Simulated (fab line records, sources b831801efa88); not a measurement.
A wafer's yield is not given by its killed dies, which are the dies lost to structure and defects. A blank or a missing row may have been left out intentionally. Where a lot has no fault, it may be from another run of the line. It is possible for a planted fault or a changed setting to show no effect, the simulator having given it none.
Matching of chambers | flow sky130 | 4 sister chambers for SKY_METAL3_ETCH_17 on rie-diel-02
The step etches SiO2 in C4F8/O2/Ar, stops on TiN, time 3.9 s, target depth 15 nm. 30 wafers are shown with their chamber, then 12 later ones without.

== WAFERS PAIRED WITH THEIR CHAMBERS ==
wafer  | chamber | oes-product-au (a.u.)
L075.2 | 2       | 0.762
L075.3 | 3       | 0.755
L075.4 | 0       | 0.768
L076.1 | 1       | 0.755
L076.4 | 3       | 0.757
L076.5 | 3       | 0.763
L079.1 | 1       | 0.758
L079.2 | 2       | 0.751
L079.3 | 3       | 0.752
L079.4 | 0       | 0.752
L079.5 | 1       | 0.750
L079.6 | 0       | 0.750
L080.3 | 2       | 0.749
L080.5 | 1       | 0.759
L080.6 | 2       | 0.750
L083.1 | 3       | 0.748
L083.2 | 0       | 0.750
L083.5 | 3       | 0.755
L082.1 | 3       | 0.757
L082.2 | 0       | 0.748
L082.3 | 2       | 0.753
L084.1 | 2       | 0.754
L084.2 | 3       | 0.753
L084.3 | 0       | 0.754
L090.4 | 2       | 0.767
L090.5 | 3       | 0.765
L090.6 | 2       | 0.750
L092.1 | 1       | 0.751
L092.4 | 2       | 0.753
L092.5 | 1       | 0.754

SIGNATURES, as means of the wafers listed above
reading        | chamber 0 | chamber 1 | chamber 2 | chamber 3 | scatter within a chamber
oes-product-au | 0.75367   | 0.75450   | 0.75433   | 0.75611   | 0.00574
Rule: a wafer lies at a distance from a chamber equal to the root of the sum of squares, over the readings, of (its reading less the chamber's mean, divided by the reading's scatter). If the next closest chamber is less than 2 further off than the closest, the wafer can't be placed; otherwise it belongs to the closest. How the scatter is found: for the shown wafers, subtract from each reading the mean of its chamber, square and add these, divide the total by (wafers less chambers), then take the root.

== WAFERS WHOSE CHAMBER IS MISSING ==
wafer  | oes-product-au (a.u.)
L093.3 | 0.746
L093.4 | 0.758
L093.5 | 0.743
L094.3 | 0.745
L094.4 | 0.766
L094.6 | 0.751
L096.1 | 0.749
L096.2 | 0.745
L096.3 | 0.744
L096.4 | 0.761
L096.5 | 0.770
L096.6 | 0.752

== EACH ONE'S CHAMBER ==
wafer  | from the rows above               | in truth
L093.3 | can't be placed: 0 or 2 or 1 or 3 | 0
L093.4 | can't be placed: 3 or 1 or 2 or 0 | 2
L093.5 | can't be placed: 0 or 2 or 1 or 3 | 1
L094.3 | can't be placed: 0 or 2 or 1 or 3 | 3
L094.4 | can't be placed: 3 or 1 or 2 or 0 | 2
L094.6 | can't be placed: 0 or 2 or 1 or 3 | 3
L096.1 | can't be placed: 0 or 2 or 1 or 3 | 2
L096.2 | can't be placed: 0 or 2 or 1 or 3 | 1
L096.3 | can't be placed: 0 or 2 or 1 or 3 | 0
L096.4 | can't be placed: 3 or 1 or 2 or 0 | 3
L096.5 | can't be placed: 3 or 1 or 2 or 0 | 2
L096.6 | can't be placed: 0 or 2 or 1 or 3 | 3
Correct placement for 0 of the 12. Not placeable from these rows: 12 (in 12, the candidates include the true chamber). Placed wrongly: 0.
